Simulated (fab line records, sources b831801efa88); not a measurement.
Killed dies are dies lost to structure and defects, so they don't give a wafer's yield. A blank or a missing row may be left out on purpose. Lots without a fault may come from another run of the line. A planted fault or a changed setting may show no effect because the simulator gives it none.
fab line records | flow sfq_line
record lots=6 wafers=18 last_day=74
route steps=325 shown I0@47 M1@58 I1@73 M2@88 M8@325
lots that met no fault: from a run of the same line without faults
start_h: hours from the record's first day to the start of the lot's first wafer shown | wait_h: hours since the lot's step before | " the same as in the row above | L1.1+2: a row that stands for several wafers | - no value, or no start given | * or withheld: withheld | < > ~ a bound
route shown NAME@n: a module of which the file shows steps, and the number in the route of the first | usual: mean/standard deviation of fault-free wafers | same: alike in all rows | chamber/n: place in a boat | sites: the reading at each site | _std_site: their standard deviation | _edge_site: outer sites' mean less inner sites' | radius_mm: how far each site lies from the wafer's centre | mask NAME#n: copy n | behind: the tool/chamber that last shaped the wafer | hold: why the lot was held/for how many hours/how that ended | device: the transistor (n, p or np) that didn't switch | end of line: the same wafers' tests at the end of the route | a step without rows: its recipe alone | killed: dies lost to structure and defects at the first sort, not the wafer's yield | map: a wafer's dies, x killed, . not, _ none there
set.NAME: the setting as run; set.NAME@STEP: as run at that earlier step | model.NAME: the simulator's own value behind a step, which no gauge read
lots at some steps of the route; a table a step, a row a wafer
services: from which hour (start_h, from the record's first day; less than 0 if before it) a tool's chamber was out of use, for how many hours, and why
## steps
# step SFQ_TRILAYER_I0_VIA_LITHO_COAT_036
# recipe resist=BARC spin_rpm=3000 resist_thk_nm=62
# step SFQ_TRILAYER_I0_VIA_LITHO_COAT_031
# recipe resist=KrF spin_rpm=3000 resist_thk_nm=650
# step SFQ_TRILAYER_I0_VIA_LITHO_SOFTBAKE_035
# recipe temp_c=withheld time_s=withheld resist=KrF
# step SFQ_TRILAYER_I0_VIA_LITHO_EXPOSE_032
# recipe mask_id=I0 na=0.6 source_shape=conventional sigma_outer=0.65 target_cd_nm=500 dose_mj=21.3
# step SFQ_TRILAYER_I0_VIA_LITHO_PEB_034
# recipe peb_temp_c=115 peb_time_s=60 resist=KrF
# step SFQ_TRILAYER_I0_VIA_LITHO_DEVELOP_033
# recipe time_s=60 resist=KrF
# step SFQ_I0_OVL_MEAS_908
# usual I0_OVL=1/5.2
# columns lot.wafer tool chamber start_h wait_h I0_OVL[nm]
L674.2 overlay-02 - 247.09 0.1 -1
L674.4 " - " " -3
L674.5 " - " " -5
L677.1 overlay-02 - 265.08 0.1 9
L677.4 " - " " 2
L677.6 " - " " 2
L678.1 overlay-01 - 272.28 0.1 -3
L678.2 " - " " -2
L678.6 " - " " 4
L679.4 overlay-01 - 273.50 0.1 5
L679.5 " - " " 4
L679.6 " - " " 2
L689.1 overlay-02 - 355.17 0.1 -2
L689.3 " - " " -2
L689.6 " - " " 3
L691.2 overlay-02 - 365.98 0.1 0
L691.4 " - " " 3
L691.5 " - " " 5
# step SFQ_TRILAYER_I0_VIA_BARC_OPEN_VIA_ETCH_046
# recipe mask_material=PR chemistry=O2 target_depth_nm=125 target=BARC source_w=500 bias_w=80 pressure_mtorr=30 time_s=41.7
# step SFQ_TRILAYER_I0_VIA_ETCH_VIA_ETCH_034
# recipe target=SiO2 stop_on=Nb mask_material=PR taper_deg=20 chemistry=CHF3 target_depth_nm=260 source_w=500 bias_w=80 pressure_mtorr=30 time_s=withheld
# step SFQ_TRILAYER_I0_VIA_STRIP_STRIP_035
# recipe gas=O2 power_w=200 platen_temp_c=40 overash_fraction=0.65 chemistry=O2 pressure_mtorr=50
# usual drypump_motor_current_A=5.88/0.29 oes_product_au=0.999/0.009
# columns lot.wafer tool chamber start_h wait_h drypump_motor_current_A oes_product_au rf_hours_counter_h
L674.2 rie_metal-01 0 247.27 - 5.77 0.995 56
L674.4 " 1 " " 5.89 0.991 -
L674.5 " 0 " " 5.77 0.999 -
L677.1 rie_metal-02 0 265.27 - 5.63 1.000 19
L677.4 " 1 " " 6.20 0.988 -
L677.6 " 1 " " 6.23 0.986 -
L678.1 rie_metal-01 0 272.47 - 5.75 0.989 61
L678.2 " 1 " " 5.80 0.991 29
L678.6 " 1 " " 5.83 0.998 -
L679.4 rie_metal-04 0 274.27 - 6.37 1.015 -
L679.5 " 0 " " 6.38 1.014 -
L679.6 " 0 " " 6.35 1.009 -
L689.1 rie_metal-01 1 355.36 - 5.86 0.976 45
L689.3 " 1 " " 5.86 0.995 -
L689.6 " 0 " " 5.76 0.986 -
L691.2 rie_metal-02 0 366.16 - 5.64 0.999 39
L691.4 " 0 " " 5.65 1.003 -
L691.5 " 0 " " 5.63 0.994 -
# step SFQ_TRILAYER_I0_VIA_STRIP_SOLV_CLEAN_036
# recipe chemistry=NMP temp_c=70 time_s=600
# step SFQ_TRILAYER_M1_DEP_PRE_CLEAN_038
# recipe gas=Ar time_s=22.5 bias_v=250
# step SFQ_TRILAYER_M1_DEP_SPUTTER_037
# recipe material=Nb base_pressure_pa=1.33e-06 chamber_pressure_pa=0.1333 substrate_temp_c=20 resputter_cathode_voltage_v=400 target_thk_nm=200 power_w=2000 time_s=133.3
# usual throttle_valve_pct=30.0/0.87
# columns lot.wafer tool chamber start_h wait_h throttle_valve_pct model.Nb_of_TRILAYER_M1_DEP_SPUTTER_037.thk_nm
L674.2 pvd_sputter-04 - 248.08 0.0 30.0 200.3
L674.4 " - " " 29.6 200
L674.5 " - " " 29.8 201.1
L677.1 pvd_sputter-03 - 266.08 0.0 30.1 162.9
L677.4 " - " " 29.9 200.2
L677.6 " - " " 29.1 199.2
L678.1 pvd_sputter-04 - 273.28 0.0 30.0 202.9
L678.2 " - " " 29.6 203.9
L678.6 " - " " 29.9 201.9
L679.4 pvd_sputter-03 - 275.08 0.0 29.8 166.7
L679.5 " - " " 30.0 202.8
L679.6 " - " " 28.6 202.8
L689.1 pvd_sputter-03 - 356.16 0.0 28.9 200.5
L689.3 " - " " 29.2 200.5
L689.6 " - " " 29.0 200.7
L691.2 pvd_sputter-06 - 366.96 0.0 30.9 195.2
L691.4 " - " " 31.2 195.5
L691.5 " - " " 32.4 197.1
# step SFQ_M1_RS_MEAS_909
# recipe thk_meas_gauge=four-point-probe reads=Nb_of_TRILAYER_M1_DEP_SPUTTER_037
# usual M1_NB_RS=0.885/0.0094
# columns lot.wafer tool chamber start_h wait_h M1_NB_RS[ohm/sq]
L674.2 film_metro-01 - 248.19 0.1 0.890
L674.4 " - " " 0.889
L674.5 " - " " 0.886
L677.1 film_metro-01 - 266.17 0.0 1.095
L677.4 " - " " 0.889
L677.6 " - " " 0.894
L678.1 film_metro-01 - 273.37 0.0 0.878
L678.2 " - " " 0.873
L678.6 " - " " 0.883
L679.4 film_metro-02 - 275.23 0.1 1.069
L679.5 " - " " 0.874
L679.6 " - " " 0.877
L689.1 film_metro-04 - 356.25 0.0 0.887
L689.3 " - " " 0.888
L689.6 " - " " 0.886
L691.2 film_metro-02 - 367.07 0.1 0.910
L691.4 " - " " 0.910
L691.5 " - " " 0.902
# step SFQ_TRILAYER_M1_LITHO_COAT_044
# recipe resist=BARC spin_rpm=3000 resist_thk_nm=62
# step SFQ_TRILAYER_M1_LITHO_COAT_039
# recipe resist=KrF spin_rpm=3000 resist_thk_nm=600
# step SFQ_TRILAYER_M1_LITHO_SOFTBAKE_043
# recipe temp_c=withheld time_s=withheld resist=KrF
# step SFQ_TRILAYER_M1_LITHO_EXPOSE_040
# recipe mask_id=M1 na=0.6 source_shape=conventional sigma_outer=0.65 target_cd_nm=500 dose_mj=14.4
# step SFQ_TRILAYER_M1_LITHO_PEB_042
# recipe peb_temp_c=115 peb_time_s=60 resist=KrF
# step SFQ_TRILAYER_M1_LITHO_DEVELOP_041
# recipe time_s=60 resist=KrF
# step SFQ_M1_OVL_MEAS_911
# usual M1_OVL=2/5.1
# columns lot.wafer tool chamber start_h wait_h M1_OVL[nm]
L674.2 overlay-02 - 315.58 0.1 1
L674.4 " - " " -1
L674.5 " - " " 0
L677.1 overlay-01 - 337.17 0.1 -1
L677.4 " - " " 6
L677.6 " - " " 0
L678.1 overlay-02 - 341.97 0.1 -1
L678.2 " - " " 6
L678.6 " - " " 5
L679.4 overlay-01 - 344.39 0.1 -5
L679.5 " - " " -1
L679.6 " - " " -7
L689.1 overlay-02 - 448.41 0.1 1
L689.3 " - " " 13
L689.6 " - " " 7
L691.2 overlay-02 - 460.41 0.1 5
L691.4 " - " " 0
L691.5 " - " " 1
# step SFQ_TRILAYER_M1_BARC_OPEN_METAL_ETCH_054
# recipe mask_material=PR chemistry=O2 target_depth_nm=125 target=BARC icp_w=600 bias_w=80 pressure_mtorr=10 time_s=41.7
# step SFQ_TRILAYER_M1_ETCH_METAL_ETCH_042
# recipe target=Nb stop_on=SiO2 mask_material=PR chemistry=Cl2/Ar target_depth_nm=240 icp_w=600 bias_w=80 pressure_mtorr=10 time_s=120
# usual drypump_motor_current_A=5.9/0.34 oes_product_au=0.896/0.007
# columns lot.wafer tool chamber start_h wait_h drypump_motor_current_A oes_product_au rf_hours_counter_h
L674.2 rie_metal-03 0 315.67 0.0 5.9 0.894 94
L674.4 " 1 " " 5.9 0.895 -
L674.5 " 1 " " 6.0 0.894 -
L677.1 rie_metal-04 1 337.33 0.1 5.4 0.794 138
L677.4 " 1 " " 5.4 0.896 -
L677.6 " 1 " " 5.5 0.888 -
L678.1 rie_metal-02 1 342.07 0.0 6.2 0.907 4
L678.2 " 0 " " 5.6 0.905 35
L678.6 " 0 " " 5.6 0.907 -
L679.4 rie_metal-02 1 344.51 0.1 6.2 0.801 -
L679.5 " 0 " " 5.6 0.908 -
L679.6 " 1 " " 6.2 0.902 -
L689.1 rie_metal-02 0 448.50 0.0 5.6 0.893 50
L689.3 " 0 " " 5.6 0.898 -
L689.6 " 1 " " 6.2 0.896 -
L691.2 rie_metal-04 0 460.50 0.0 6.4 0.889 20
L691.4 " 0 " " 6.4 0.875 -
L691.5 " 1 " " 5.4 0.890 -
# step SFQ_TRILAYER_M1_STRIP_STRIP_043
# recipe gas=O2 power_w=200 platen_temp_c=40 overash_fraction=0.65 chemistry=O2 pressure_mtorr=50
# step SFQ_TRILAYER_M1_STRIP_SOLV_CLEAN_044
# recipe chemistry=NMP temp_c=70 time_s=600
# step SFQ_TRILAYER_I1_DEP_PECVD_045
# recipe material=SiO2 temp_c=150 time_s=111.11 pressure_torr=2.4 rf_w=183.3 precursor=SiH4/N2O target_thk_nm=500
# usual heater_power_w=83/16 throttle_valve_pct=25.1/0.9
# columns lot.wafer tool chamber start_h wait_h heater_power_w since_wet_clean_h throttle_valve_pct
L674.2 pecvd-02 1 316.74 0.0 78 1231 25.1
L674.4 " 0 " " 90 - 24.8
L674.5 " 2 " " 106 - 26.2
L677.1 pecvd-04 2 338.95 0.0 64 500 23.0
L677.4 " 0 " " 69 - 25.7
L677.6 " 1 " " 77 - 24.4
L678.1 pecvd-04 1 343.14 0.0 81 504 24.3
L678.2 " 2 " " 63 504 22.5
L678.6 " 2 " " 64 - 22.8
L679.4 pecvd-01 1 345.58 0.0 79 - 24.3
L679.5 " 0 " " 71 - 26.0
L679.6 " 2 " " 75 - 25.2
L689.1 pecvd-04 2 449.40 0.0 69 611 23.0
L689.3 " 1 " " 88 611 24.4
L689.6 " 2 " " 69 - 23.0
L691.2 pecvd-04 0 461.42 0.0 82 623 25.7
L691.4 " 2 " " 64 - 22.9
L691.5 " 0 " " 83 - 26.0
# step SFQ_TRILAYER_I1_CMP_CMP_046
# recipe material=SiO2 down_force_psi=3 platen_rpm=60 pad_velocity_m_s=0.94248
# usual motor_current_A=10.5/0.95 time_to_endpoint_s=218/7.7
# columns lot.wafer tool chamber start_h wait_h motor_current_A time_to_endpoint_s
L674.4 cmp-01 0 316.82 0.0 10.6 218
L674.2 " 1 " " 9.4 212
L674.5 " 1 319.32 2.5 10.6 217
L677.1 cmp-02 0 341.77 2.8 11.3 234
L677.4 " 1 " " 10.1 222
L677.6 " 1 344.27 5.2 10.7 229
L678.1 cmp-01 3 346.92 3.7 11.9 218
L678.2 " 0 " " 11.0 222
L678.6 " 2 348.42 5.2 9.4 223
L679.4 cmp-01 2 349.42 3.8 9.2 215
L679.6 " 1 350.92 5.3 9.8 223
L679.5 " 2 " " 8.9 224
L689.3 cmp-02 2 449.50 0.1 10.6 224
L689.1 " 3 " " 9.3 219
L689.6 " 2 451.50 2.0 10.9 234
L691.2 cmp-02 1 463.18 1.7 10.1 220
L691.4 " 3 464.18 2.7 9.3 224
L691.5 " 1 465.18 3.7 10.7 221
# step SFQ_I1_BOW_MEAS_912
# recipe mode=bow
# usual I1_BOW=0/7
# columns lot.wafer tool chamber start_h wait_h I1_BOW[um]
L674.2 film_metro-04 - 319.84 2.0 0
L674.4 " - " " 2
L674.5 " - " " -8
L677.1 film_metro-03 - 344.77 2.5 -12
L677.4 " - " " -7
L677.6 " - " " -9
L678.1 film_metro-04 - 348.92 1.5 -8
L678.2 " - " " -5
L678.6 " - " " -13
L679.4 film_metro-04 - 351.98 2.1 -6
L679.5 " - " " 4
L679.6 " - " " 8
L689.1 film_metro-03 - 452.50 2.0 -2
L689.3 " - " " 14
L689.6 " - " " -3
L691.2 film_metro-01 - 465.70 2.0 0
L691.4 " - " " -5
L691.5 " - " " 5
# step SFQ_TRILAYER_I1_METRO_MEASURE_047
# step SFQ_TRILAYER_I1_VIA_LITHO_COAT_054
# recipe resist=BARC spin_rpm=3000 resist_thk_nm=62
# step SFQ_TRILAYER_I1_VIA_LITHO_COAT_049
# recipe resist=KrF spin_rpm=3000 resist_thk_nm=650
# step SFQ_TRILAYER_I1_VIA_LITHO_SOFTBAKE_053
# recipe temp_c=withheld time_s=withheld resist=KrF
# step SFQ_TRILAYER_I1_VIA_LITHO_EXPOSE_050
# recipe mask_id=I1 na=0.6 source_shape=conventional sigma_outer=0.65 target_cd_nm=500 dose_mj=21.3
# step SFQ_TRILAYER_I1_VIA_LITHO_PEB_052
# recipe peb_temp_c=115 peb_time_s=60 resist=KrF
# step SFQ_TRILAYER_I1_VIA_LITHO_DEVELOP_051
# recipe time_s=60 resist=KrF
# step SFQ_I1_OVL_MEAS_913
# usual I1_OVL=1/6.5
# columns lot.wafer tool chamber start_h wait_h I1_OVL[nm]
L674.2 overlay-01 - 409.26 0.1 1
L674.4 " - " " -6
L674.5 " - " " 0
L677.1 overlay-02 - 435.21 0.1 -12
L677.4 " - " " -3
L677.6 " - " " -6
L678.1 overlay-02 - 440.01 0.1 3
L678.2 " - " " 0
L678.6 " - " " -1
L679.4 overlay-01 - 443.62 0.1 10
L679.5 " - " " -2
L679.6 " - " " 10
L689.1 overlay-01 - 556.75 0.1 -3
L689.3 " - " " -4
L689.6 " - " " -5
L691.2 overlay-01 - 570.95 0.1 -3
L691.4 " - " " -4
L691.5 " - " " 2
# step SFQ_TRILAYER_I1_VIA_BARC_OPEN_VIA_ETCH_071
# recipe mask_material=PR chemistry=O2 target_depth_nm=125 target=BARC source_w=500 bias_w=80 pressure_mtorr=30 time_s=41.7
# usual drypump_motor_current_A=5.5/0.36 oes_product_au=0.686/0.0048
# columns lot.wafer tool chamber start_h wait_h drypump_motor_current_A oes_product_au rf_hours_counter_h
L674.2 rie_diel-04 0 409.29 0.0 4.9 0.691 2
L674.4 " 2 " " 5.3 0.682 -
L674.5 " 0 " " 4.9 0.686 -
L677.1 rie_diel-01 3 435.24 0.0 5.4 0.683 2
L677.4 " 0 " " 5.2 0.689 37
L677.6 " 0 " " 5.2 0.698 -
L678.1 rie_diel-04 1 440.04 0.0 5.8 0.687 75
L678.2 " 0 " " 5.0 0.678 3
L678.6 " 1 " " 5.8 0.689 -
L679.4 rie_diel-03 0 443.64 0.0 6.0 0.686 73
L679.5 " 2 " " 5.5 0.677 -
L679.6 " 3 " " 6.2 0.683 -
L689.1 rie_diel-01 1 556.79 0.0 5.2 0.685 36
L689.3 " 3 " " 5.4 0.694 4
L689.6 " 0 " " 5.1 0.696 -
L691.2 rie_diel-04 1 570.98 0.0 5.8 0.684 78
L691.4 " 0 " " 5.0 0.688 6
L691.5 " 2 " " 5.3 0.685 -
# step SFQ_TRILAYER_I1_VIA_ETCH_VIA_ETCH_052
# recipe target=SiO2 stop_on=Nb mask_material=PR taper_deg=20 chemistry=CHF3 target_depth_nm=260 source_w=500 bias_w=80 pressure_mtorr=30 time_s=withheld
# step SFQ_TRILAYER_I1_VIA_STRIP_STRIP_053
# recipe gas=O2 power_w=200 platen_temp_c=40 overash_fraction=0.65 chemistry=O2 pressure_mtorr=50
# usual drypump_motor_current_A=5.87/0.19 oes_product_au=0.997/0.0077
# columns lot.wafer tool chamber start_h wait_h drypump_motor_current_A oes_product_au rf_hours_counter_h
L674.2 rie_metal-01 1 409.45 - 5.86 0.996 54
L674.4 " 0 " " 5.76 0.999 -
L674.5 " 0 " " 5.76 0.997 -
L677.1 rie_metal-01 1 435.40 - 5.86 0.996 59
L677.4 " 1 " " 5.85 0.994 -
L677.6 " 1 " " 5.85 0.993 -
L678.1 rie_metal-02 0 440.20 - 5.63 0.988 49
L678.2 " 1 " " 6.22 1.003 21
L678.6 " 1 " " 6.21 1.005 -
L679.4 rie_metal-01 0 444.00 - 5.76 0.993 -
L679.5 " 0 " " 5.76 0.993 -
L679.6 " 1 " " 5.84 0.985 -
L689.1 rie_metal-03 0 556.94 - 5.88 1.005 146
L689.3 " 1 " " 5.95 1.003 -
L689.6 " 0 " " 5.86 1.006 -
L691.2 rie_metal-01 0 571.13 - 5.76 1.007 115
L691.4 " 1 " " 5.85 1.000 -
L691.5 " 0 " " 5.78 0.990 -
# step SFQ_TRILAYER_I1_VIA_STRIP_SOLV_CLEAN_054
# recipe chemistry=NMP temp_c=70 time_s=600
# step SFQ_TRILAYER_M2_DEP_PRE_CLEAN_056
# recipe gas=Ar time_s=22.5 bias_v=250
# step SFQ_M8_BOW_MEAS_951
# recipe mode=bow
# usual M8_BOW=9/9.8
# columns lot.wafer tool chamber start_h wait_h M8_BOW[um] model.etest.m1.ohm_um model.etest.i0.link_ohm model.etest.m1.ohm_sq model.etest.i1.link_ohm
L674.2 film_metro-04 - 1722.26 0.0 -8 1.771 1.939 0.8873 1.967
L674.4 " - " " -6 1.783 1.949 0.8887 1.959
L674.5 " - " " -15 1.768 1.927 0.8835 1.943
L677.1 film_metro-02 - 1728.24 0.0 -1 2.179 2.211 1.091 2.179
L677.4 " - " " 5 1.776 1.976 0.8878 1.969
L677.6 " - " " 1 1.782 1.982 0.8921 1.976
L678.1 film_metro-04 - 1730.64 0.0 5 1.756 1.952 0.8757 1.956
L678.2 " - " " 9 1.747 1.947 0.8714 1.955
L678.6 " - " " 0 1.768 1.953 0.8802 1.964
L679.4 film_metro-03 - 1731.96 0.1 5 2.143 2.169 1.066 2.145
L679.5 " - " " 14 1.769 1.953 0.8761 1.952
L679.6 " - " " 19 1.766 1.944 0.8762 1.951
L689.1 film_metro-04 - 1761.62 0.0 10 1.78 1.963 0.8864 1.946
L689.3 " - " " 25 1.78 1.966 0.8862 1.952
L689.6 " - " " 9 1.777 1.963 0.8856 1.967
L691.2 film_metro-02 - 1764.79 0.0 18 1.815 1.991 0.9106 1.999
L691.4 " - " " 13 1.816 1.981 0.9092 1.994
L691.5 " - " " 24 1.813 1.986 0.9018 1.989
## services
# columns tool chamber start_h hours kind
cmp-02 - 235.84 4.0 pm
pecvd-04 2 237.70 9.6 repair
cmp-02 - 261.07 5.7 pm
pvd_sputter-03 - 261.42 4.3 repair
rie_diel-04 0 262.68 6.4 repair
rie_metal-04 1 263.21 12.3 repair
cmp-01 - 272.20 4.5 repair
cmp-02 - 280.67 1.0 repair
rie_diel-04 1 307.20 5.0 repair
cmp-01 - 307.64 1.4 repair
cmp-01 - 325.27 2.7 repair
rie_diel-04 - 326.57 2.8 pm
rie_diel-04 - 330.79 0.2 repair
rie_diel-04 - 333.22 0.3 repair
rie_diel-04 1 336.11 2.6 repair
rie_diel-04 - 339.13 0.5 repair
rie_diel-04 3 356.21 2.4 repair
rie_metal-02 0 408.42 13.4 repair
rie_metal-01 0 433.15 4.7 repair
rie_metal-01 - 440.11 0.6 repair
rie_metal-01 - 447.64 0.7 repair
rie_metal-02 - 449.23 14.6 pm
pecvd-04 - 528.99 1.3 repair
pecvd-04 - 543.29 0.7 repair
## key
first_sign step=SFQ_M1_RS_MEAS_909 reading=M1_NB_RS direction=up sigmas=21 usual=0.885 struck=1.082
effect step=SFQ_TRILAYER_M1_ETCH_METAL_ETCH_042 reading=oes_product_au direction=down sigmas=14 usual=0.896 struck=0.797
model_effect step=SFQ_TRILAYER_M1_DEP_SPUTTER_037 value=Nb_of_TRILAYER_M1_DEP_SPUTTER_037.thk_nm without=202.2 struck=164.8
model_effect step=SFQ_M8_BOW_MEAS_951 value=etest.m1.ohm_um without=1.761 struck=2.161
met_at SFQ_TRILAYER_M1_DEP_SPUTTER_037
struck_wafers L677.1,L679.4
fault kind=process_parameter_drift tool=pvd_sputter-03 chamber=- onset_h=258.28 steps=SFQ_TRILAYER_M1_DEP_SPUTTER_037 channel=time_s offset=* shape=step end_h=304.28 acts_in=* stated=* scope=struck_wafers_only
